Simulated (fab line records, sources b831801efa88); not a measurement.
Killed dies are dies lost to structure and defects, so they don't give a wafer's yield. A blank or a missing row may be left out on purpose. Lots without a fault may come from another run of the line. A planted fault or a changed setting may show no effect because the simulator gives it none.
Chamber matching | flow sky130 | SKY_CONTACT_CMP_27 on cmp-02: 4 sister chambers
The step polishes, stops on SiO2, t overpolish 15 s, target thk 0 nm. 16 wafers are shown with their chamber, then 8 later ones without.

WAFERS WITH THEIR CHAMBER
wafer  | chamber | motor_current_A (A) | time_to_endpoint_s (s) | overpolish_run_s (s)
L075.2 | 2       | 10.0                | 80                     | 15.002
L075.4 | 0       | 11.2                | 76                     | 14.990
L075.5 | 0       | 11.6                | 73                     | 14.992
L076.1 | 1       | 11.6                | 86                     | 14.981
L076.5 | 2       | 9.5                 | 89                     | 14.991
L076.6 | 1       | 11.2                | 88                     | 14.988
L077.2 | 0       | 11.6                | 79                     | 15.012
L077.5 | 3       | 10.2                | 85                     | 15.012
L077.6 | 2       | 10.0                | 86                     | 15.005
L078.3 | 1       | 11.0                | 83                     | 15.006
L078.4 | 0       | 11.7                | 71                     | 15.011
L078.6 | 1       | 11.6                | 81                     | 15.007
L079.2 | 2       | 9.8                 | 84                     | 14.992
L079.3 | 1       | 10.8                | 85                     | 14.995
L079.4 | 0       | 11.3                | 74                     | 15.002
L084.2 | 0       | 12.0                | 77                     | 15.004

SIGNATURES (means of the wafers above)
reading            | chamber 0 | chamber 1 | chamber 2 | chamber 3 | scatter within a chamber
motor_current_A    | 11.567    | 11.240    | 9.825     | 10.200    | 0.302
time_to_endpoint_s | 75.00     | 84.60     | 84.75     | 85.00     | 3.08
overpolish_run_s   | 15.00183  | 14.99540  | 14.99750  | 15.01200  | 0.00952
Rule: a wafer's distance from a chamber is the root of the sum, over the readings, of the square of ((its reading less the chamber's mean) divided by the reading's scatter). The wafer belongs to the nearest chamber; if the next one is less than 2 further off, it can't be placed. The scatter: the root of (the sum of the squares of (reading less its chamber's mean) over the shown wafers, divided by (wafers less chambers)).

WAFERS WITHOUT THEIR CHAMBER
wafer  | motor_current_A (A) | time_to_endpoint_s (s) | overpolish_run_s (s)
L084.4 | 9.9                 | 83                     | 14.996
L084.6 | 10.0                | 81                     | 14.996
L087.3 | 10.7                | 77                     | 15.016
L087.4 | 10.3                | 77                     | 15.003
L087.6 | 11.4                | 70                     | 15.002
L096.4 | 11.0                | 84                     | 14.992
L096.5 | 11.3                | 85                     | 15.012
L096.6 | 9.9                 | 83                     | 14.993

WHICH CHAMBER EACH WENT THROUGH
wafer  | from the rows above               | in truth
L084.4 | can't be placed: 2 or 3           | 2
L084.6 | can't be placed: 2 or 3           | 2
L087.3 | can't be placed: 3 or 0 or 1 or 2 | 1
L087.4 | can't be placed: 3 or 2 or 1 or 0 | 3
L087.6 | 0                                 | 0
L096.4 | 1                                 | 1
L096.5 | can't be placed: 1 or 0 or 3      | 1
L096.6 | can't be placed: 2 or 3           | 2
Placed correctly: 2 of 8. Can't be placed from these rows: 6 (the true chamber is among the candidates in 6). Placed wrongly: 0.
